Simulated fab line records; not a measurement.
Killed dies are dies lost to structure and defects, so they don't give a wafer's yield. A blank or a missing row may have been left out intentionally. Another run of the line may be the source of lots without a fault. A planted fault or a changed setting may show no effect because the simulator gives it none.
Matching of chambers + flow sky130 + SKY_METAL4_ETCH_17 on rie diel-01: 4 sister chambers
The step etches SiO2 in C4F8/O2/Ar, stops on TiN, time 3.9 s, target depth 15 nm. 4 wafers are shown with their chamber, then 9 later ones without.

WAFERS PAIRED WITH THEIR CHAMBERS
| wafer  | chamber | oes product au (a.u.) |
|--------|---------|-----------------------|
| L084.2 | 3       | 0.746                 |
| L085.5 | 0       | 0.762                 |
| L086.5 | 1       | 0.766                 |
| L086.6 | 2       | 0.760                 |

WAFERS MISSING THEIR CHAMBER
| wafer  | oes product au (a.u.) |
|--------|-----------------------|
| L088.3 | 0.762                 |
| L088.4 | 0.763                 |
| L088.5 | 0.756                 |
| L093.1 | 0.745                 |
| L093.2 | 0.753                 |
| L093.4 | 0.756                 |
| L095.3 | 0.741                 |
| L095.4 | 0.752                 |
| L095.5 | 0.745                 |

WHICH CHAMBER EACH WENT THROUGH
| wafer  | from the rows above               | in truth                   |
|--------|-----------------------------------|----------------------------|
| L088.3 | can't be placed: 0 or 2 or 1      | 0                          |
| L088.4 | can't be placed: 0 or 1 or 2      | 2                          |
| L088.5 | can't be placed: 2 or 0 or 1 or 3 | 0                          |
| L093.1 | 3                                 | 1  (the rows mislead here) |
| L093.2 | can't be placed: 2 or 3 or 0 or 1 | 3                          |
| L093.4 | can't be placed: 2 or 0 or 1 or 3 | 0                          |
| L095.3 | 3                                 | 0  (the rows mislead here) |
| L095.4 | can't be placed: 3 or 2 or 0 or 1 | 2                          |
| L095.5 | 3                                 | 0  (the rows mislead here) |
0 of 9 placed correctly. Unplaceable from these rows: 6, with the true chamber sitting among the candidates in 6. Wrongly placed: 3.
How it was worked out, from the rows above alone: a wafer's distance from a chamber is the root of the sum, over the readings, of the square of ((its reading less the chamber's mean) divided by the reading's scatter). If the next closest chamber is less than 2 further off than the closest, the wafer can't be placed; otherwise it belongs to the closest. Each chamber's mean is taken over the wafers shown for it. The scatter (one wafer shown for each chamber): square how far every hidden wafer sits from the nearest shown wafer, average those squares and take the square root.
